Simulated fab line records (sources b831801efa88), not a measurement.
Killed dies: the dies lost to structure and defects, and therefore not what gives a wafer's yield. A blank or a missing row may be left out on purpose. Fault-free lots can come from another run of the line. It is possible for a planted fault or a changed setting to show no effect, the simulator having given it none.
Chamber matching	flow sky130	cmp-01 running SKY_CONTACT_CMP_27: 4 sister chambers
The step polishes, stops on SiO2, t overpolish 15 s, target thk 0 nm. 4 wafers are shown with their chamber, then 8 later ones without.

## EACH WAFER AND ITS CHAMBER
wafer	chamber	motor_current_A (A)
L947.2	2	11.0
L948.5	0	12.3
L948.6	3	11.2
L953.1	1	13.3

## WAFERS WITHOUT THEIR CHAMBER
wafer	motor_current_A (A)
L953.2	12.0
L953.6	11.9
L954.1	12.0
L954.2	10.9
L954.3	12.3
L955.1	12.2
L955.2	12.4
L955.5	12.3

## WHICH CHAMBER EACH ONE RAN IN
wafer	from the rows above	in truth
L953.2	0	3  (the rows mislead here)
L953.6	can't be placed: 0 or 3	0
L954.1	0	0
L954.2	can't be placed: 2 or 3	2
L954.3	0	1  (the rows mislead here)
L955.1	0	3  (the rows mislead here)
L955.2	0	0
L955.5	0	0
3 of 8 placed correctly. These rows do not allow placing 2 (true chamber among the candidates in 2). Wrongly placed: 3.
How it was worked out, from the rows above alone: a wafer's distance from a chamber is the root of the sum, over the readings, of the square of ((its reading less the chamber's mean) divided by the reading's scatter). The wafer belongs to the nearest chamber; if the next one is less than 2 further off, it can't be placed. For every chamber, the mean is computed from those of its wafers that are shown. The scatter: root of mean squared gap, hidden wafer to nearest shown wafer, with one shown wafer a chamber.
